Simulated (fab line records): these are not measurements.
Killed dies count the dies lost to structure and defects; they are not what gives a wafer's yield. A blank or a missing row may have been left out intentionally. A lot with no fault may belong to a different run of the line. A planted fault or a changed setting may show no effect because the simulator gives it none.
Which of the tools did it?	flow sky130	42 wafers from 14 lots sampled at 4 of the route's 708 steps

WHAT EACH GAUGE READ, for each wafer
SKY_NWELL_OVL_MEAS_23.
lot	measured	on	NWELL_01_OVL (nm)
L848	day 5 06:37	overlay-01	-2.8 -1.4 -0.3
L852	day 6 08:21	overlay-01	-2.7 -3.5 -1.7
L853	day 6 17:14	overlay-02	0.0 -0.3 -0.9
L854	day 6 20:51	overlay-01	-2.3 -3.3 -3.1
L855	day 7 05:28	overlay-01	0.0 -2.2 0.1
L856	day 7 06:10	overlay-02	0.6 -1.0 -0.8
L863	day 9 03:17	overlay-02	-0.8 -0.7 -1.5
L865	day 9 22:45	overlay-01	-1.6 -2.1 -1.5
L866	day 9 23:46	overlay-01	-2.9 1.6 0.0
L867	day 10 03:42	overlay-01	0.3 -0.5 -2.0
L868	day 10 11:51	overlay-02	0.5 -0.5 -1.2
L869	day 10 12:39	overlay-01	-3.4 -1.5 -4.2
L870	day 10 20:00	overlay-01	-2.6 -0.8 -0.6
L871	day 11 00:20	overlay-01	-1.5 -1.8 -1.9

SKY_LDD_HVP_OVL_MEAS_07.
lot	measured	on	LDD_HVP_OVL (nm)
L848	day 21 08:27	overlay-01	-1.2 -0.7 0.1
L852	day 23 06:17	overlay-01	-0.5 -2.4 -1.4
L853	day 23 14:20	overlay-02	-0.4 1.1 0.5
L854	day 23 17:18	overlay-01	0.4 -1.3 -1.5
L855	day 24 14:18	overlay-02	3.3 -0.5 0.7
L856	day 24 15:13	overlay-01	-0.1 -1.1 -2.2
L863	day 27 01:06	overlay-01	-1.7 -0.4 -0.3
L865	day 28 02:44	overlay-02	-0.5 0.0 1.0
L866	day 28 03:50	overlay-02	2.4 -1.1 -1.9
L867	day 28 09:23	overlay-02	1.1 1.3 1.9
L868	day 28 17:35	overlay-01	0.9 0.0 0.5
L869	day 28 19:32	overlay-01	-0.7 -0.8 -0.7
L870	day 29 00:26	overlay-01	1.0 -1.3 1.2
L871	day 29 07:26	overlay-02	1.8 0.1 0.8

TOOL THAT RAN EACH LOT (tool first, then ch and the chambers of the sampled wafers, then the start)
lot	SKY_NWELL_RTA_28	SKY_POLY_GATE_DEVELOP_12
L848	rtpAnneal-02 ch 0, day 5 07:03	lithoTrack-04 ch 0, day 16 04:00
L852	rtpAnneal-02 ch 0, day 6 08:44	lithoTrack-04 ch 0, day 17 22:00
L853	rtpAnneal-01 ch 0, day 6 17:38	lithoTrack-01 ch 0, day 18 07:00
L854	rtpAnneal-02 ch 0, day 6 21:16	lithoTrack-04 ch 0, day 18 11:00
L855	rtpAnneal-02 ch 0, day 7 05:52	lithoTrack-04 ch 0, day 19 08:00
L856	rtpAnneal-01 ch 0, day 7 06:35	lithoTrack-04 ch 0, day 19 09:00
L863	rtpAnneal-01 ch 0, day 9 03:43	lithoTrack-02 ch 0, day 21 23:00
L865	rtpAnneal-01 ch 0, day 9 23:09	lithoTrack-01 ch 0, day 23 02:00
L866	rtpAnneal-02 ch 0, day 10 00:11	lithoTrack-04 ch 0, day 23 02:00
L867	rtpAnneal-02 ch 0, day 10 04:05	lithoTrack-02 ch 0, day 23 09:00
L868	rtpAnneal-01 ch 0, day 10 12:14	lithoTrack-04 ch 0, day 23 16:00
L869	rtpAnneal-02 ch 0, day 10 13:03	lithoTrack-02 ch 0, day 23 18:00
L870	rtpAnneal-02 ch 0, day 10 20:25	lithoTrack-01 ch 0, day 24 02:00
L871	rtpAnneal-01 ch 0, day 11 00:46	lithoTrack-02 ch 0, day 24 08:00
- SKY_NWELL_RTA_28: time 30 s.
- SKY_POLY_GATE_DEVELOP_12: develop time 60 s.

AS READ BY THE TOOLS THEMSELVES (means over the sampled wafers that have a number; for cases with no such wafer, the mark the record gives instead)
SKY_NWELL_RTA_28.
lot	tool	lampPowerPct (%)	wafer_temp_C_max
L848	rtpAnneal-02	25.33	1054.5
L852	rtpAnneal-02	25.30	1056.3
L853	rtpAnneal-01	25.30	1055.4
L854	rtpAnneal-02	25.28	1055.4
L855	rtpAnneal-02	25.23	1055.6
L856	rtpAnneal-01	25.25	1055.5
L863	rtpAnneal-01	25.32	1055.4
L865	rtpAnneal-01	25.33	1054.7
L866	rtpAnneal-02	25.31	1054.2
L867	rtpAnneal-02	25.27	1054.4
L868	rtpAnneal-01	25.35	1055.5
L869	rtpAnneal-02	25.27	1054.6
L870	rtpAnneal-02	25.27	1054.4
L871	rtpAnneal-01	25.35	1054.9

SKY_POLY_GATE_DEVELOP_12.
lot	tool	developerTempC (C)
L848	lithoTrack-04	20.86
L852	lithoTrack-04	20.90
L853	lithoTrack-01	21.03
L854	lithoTrack-04	18.83
L855	lithoTrack-04	18.86
L856	lithoTrack-04	18.92
L863	lithoTrack-02	21.08
L865	lithoTrack-01	20.99
L866	lithoTrack-04	20.91
L867	lithoTrack-02	20.92
L868	lithoTrack-04	21.20
L869	lithoTrack-02	20.91
L870	lithoTrack-01	21.08
L871	lithoTrack-02	21.04

THE ANSWER, worked out from the rows above alone
Rule: what is usual is taken from the lots themselves. The widest of any qualifying gaps counts: lots, ordered by their means at a reading, are off when they make up no more than a third of the lots, leave a main group of 4 or more, and stand apart from it by 3 or more times the standard deviation of that group's means. A main group whose means are all the same, to the digits that the tables above print for the reading, isn't used. A lot without any number at a reading at which 4 lots or more have one is off too. All remaining lots with rows at the step are treated as sound. First the gauges in route order, then the tools' own readings, where a lot's mean is used as printed above. At the first step where some lot is off, the reading lying furthest off is the one used; lots without a number count as furthest.
Off: L854, L855, L856, at SKY_POLY_GATE_DEVELOP_12 (developerTempC). Mean 20.99 C and standard deviation 0.099 in the main group.
A tool fits if, at that step or a process step before it, it ran every lot that is off, and no sound lot after the first of them. Of those tried, none fits.

WHAT HAD BEEN PUT IN BY THE SIMULATOR
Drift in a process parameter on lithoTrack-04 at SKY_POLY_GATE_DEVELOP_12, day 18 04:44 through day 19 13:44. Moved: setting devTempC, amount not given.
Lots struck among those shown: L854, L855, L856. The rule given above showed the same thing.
